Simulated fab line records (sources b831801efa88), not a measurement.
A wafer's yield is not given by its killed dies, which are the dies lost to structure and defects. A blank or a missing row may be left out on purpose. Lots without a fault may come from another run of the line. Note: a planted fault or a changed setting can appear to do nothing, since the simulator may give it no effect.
Which tool was responsible?	flow gf180mcu	at 1 step of a route of 602, 24 lots with 72 wafers sampled

== WHAT EACH GAUGE READ, for each wafer ==
GF_V2_OVL_MEAS_15.
lot	measured	on	V2_OVL (nm)
L074	day 20 11:45	overlay-01	-5 1 -1
L075	day 20 22:18	overlay-01	1 5 -4
L076	day 21 02:32	overlay-02	5 -3 0
L077	day 21 17:45	overlay-02	-4 -1 5
L078	day 22 00:12	overlay-02	0 7 0
L079	day 22 01:48	overlay-01	-7 1 4
L080	day 22 13:38	overlay-01	4 -3 3
L081	day 22 19:10	overlay-02	-3 -2 -6
L082	day 23 09:35	overlay-01	6 6 9
L083	day 23 12:20	overlay-01	1 -3 -4
L084	day 23 20:31	overlay-01	-5 -2 4
L085	day 24 07:00	overlay-01	-4 -4 0
L086	day 24 16:50	overlay-02	9 11 12
L087	day 24 23:52	overlay-02	4 -1 1
L088	day 25 05:12	overlay-01	-1 4 -5
L089	day 25 10:25	overlay-01	9 6 8
L090	day 25 21:22	overlay-02	-2 -3 5
L091	day 26 02:04	overlay-01	4 5 1
L092	day 26 14:00	overlay-01	1 4 0
L093	day 26 19:47	overlay-01	9 1 3
L094	day 27 01:40	overlay-02	7 8 4
L095	day 27 07:07	overlay-01	-1 -2 -3
L096	day 27 17:03	overlay-02	7 -1 7
L097	day 28 03:25	overlay-01	4 1 -3

== TOOL THAT RAN EACH LOT (tool first, then ch and the chambers of the sampled wafers, then the start) ==
Record: no process step prior to these readings.

== WHAT THE TOOLS THEMSELVES READ (means of the sampled wafers that have a number; where no wafer has one, the mark that the record gives instead) ==
The record holds no such reading with a usual standard deviation.

== THE ANSWER, worked out from the rows above alone ==
Rule: the usual values come from the lots themselves. Put in order of their means at a reading, lots are off if they are a third of the lots or fewer, leave a main group of 4 or more, and stand apart from it by a gap of 3 or more times the standard deviation of the main group's means; of several such gaps the widest counts. A main group whose means are all the same, to the digits that the tables above print for the reading, isn't used. Also off: a lot with no number at a reading for which 4 or more lots have one. The other lots that the step has rows for count as sound. The gauges are gone through in route order, then the tools' own readings, and for those a lot's mean is taken as printed above. At the first step where some lot is off, the reading lying furthest off is the one used; lots without a number count as furthest.
Nothing can be told from this: no lot is off at any reading shown.

== WHAT THE SIMULATOR HAD INSERTED ==
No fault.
